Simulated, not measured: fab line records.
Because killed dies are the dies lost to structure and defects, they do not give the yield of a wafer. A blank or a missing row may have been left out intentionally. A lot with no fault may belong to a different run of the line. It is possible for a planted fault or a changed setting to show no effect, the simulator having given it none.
A lot that was struck, set against a sound lot | flow gf180mcu | 16 out of 602 route steps
Sound: these wafers, L246.2, L246.4, L246.6. Struck: wafer L249.2 (left out: L249.5, L249.6 of the same lot, which were not struck); the cause appears at the end.
For every step that has rows: the tool of each side, followed by ch and its chambers, followed by its first start. Under that, the readings that differ: sound wafers | struck wafers | difference of the means | sigmas: that difference in standard deviations of wafers without a fault.
alike: a reading whose means differ by less than 2 such deviations, as well as words and numbers matching on both sides. not compared: withheld readings; readings where some wafer has no value; bounds like >300 that might hide an equal value; numbers whose values overlap and for which the record gives no deviation.
Wherever a step has rows on one side only, a row that says differs or no value, or a row with sigmas, the two part there. Numbers that don't overlap but have no deviation are shown without sigmas and don't part them. A reading that every wafer of one side lacks parts them only if that side has two wafers or more.

GF_POLY_GATE_ETCH_13: etches poly-Si in HBr/Cl2, stops on SiO2, target depth 198.5 nm, time 69.6 s.
  sound on rie_si-02 ch 0,1, day 10 17:20; struck on rie_si-01 ch 3, day 11 16:29
  alike: chamber_pressure_mTorr, drypump_motor_current_A, oes_product_au, throttle_valve_pct
  not compared: rf_hours_counter_h
GF_POLY_GATE_STRIP_14: strips in O2/N2.
  sound on plasma_asher-03 ch 0,1, day 10 17:23; struck on plasma_asher-01 ch 0, day 11 16:32
  alike: chamber_pressure_mTorr, drypump_motor_current_A, heater_power_w, n2_flow_sccm, oes_product_au
  not compared: rf_hours_counter_h
then, 2 steps without rows for these wafers: GF_POLY_GATE_CLEAN_15 (cleans in SC1/SC2, time 150 s); GF_POLY_GATE_OXIDATION_16 (stabilise 600 s, purge 300 s, target thk 4 nm).
GF_POLY_GATE_THK_MEAS_17:
  sound on film_metro-01 at day 10 18:49; struck on film_metro-01 at day 11 17:57
  alike: POLY_GATE_OXIDATION_THK
GF_POLY_GATE_CD_MEAS_18:
  sound on cd_sem-01 at day 10 18:53; struck on cd_sem-02 at day 11 18:02
  alike: cd_nm
then, 6 steps without rows for these wafers: GF_HV_LDD_DEHYDRATE_00 (time 60 s); GF_HV_LDD_HMDS_01 (prime time 60 s); GF_HV_LDD_COAT_02 (resist thk 1000 nm); GF_HV_LDD_SOFTBAKE_03 (time 60 s); GF_HV_LDD_EXPOSE_04 (exposes mask Nplus LV AREA, target cd 400 nm); GF_HV_LDD_PEB_05.
GF_HV_LDD_DEVELOP_06: develop time 60 s.
  sound on litho_track-04 ch 0, day 11 12:56; struck on litho_track-04 ch 0, day 12 13:08
GF_HV_LDD_CD_MEAS_07 targets a cd of 400 nm.
  sound on cd_sem-01 at day 11 13:05; struck on cd_sem-02 at day 12 13:17
  reading    | sound             | struck | difference | sigmas
  cd_nm (nm) | 397.5 397.7 399.0 | 307.2  | -90.9      | -43
GF_HV_LDD_OVL_MEAS_08:
  sound on overlay-02 at day 11 13:11; struck on overlay-02 at day 12 13:23
  alike: HV_LDD_OVL
GF_PASSIVATION_PROBE_99:
  the record has rows for the sound wafers here (prober-02, day 30 12:48) and none for the struck ones

## WHERE THEY PART
First at GF_HV_LDD_CD_MEAS_07; last, within this record, at GF_PASSIVATION_PROBE_99.

WHY: whatever the simulator had introduced
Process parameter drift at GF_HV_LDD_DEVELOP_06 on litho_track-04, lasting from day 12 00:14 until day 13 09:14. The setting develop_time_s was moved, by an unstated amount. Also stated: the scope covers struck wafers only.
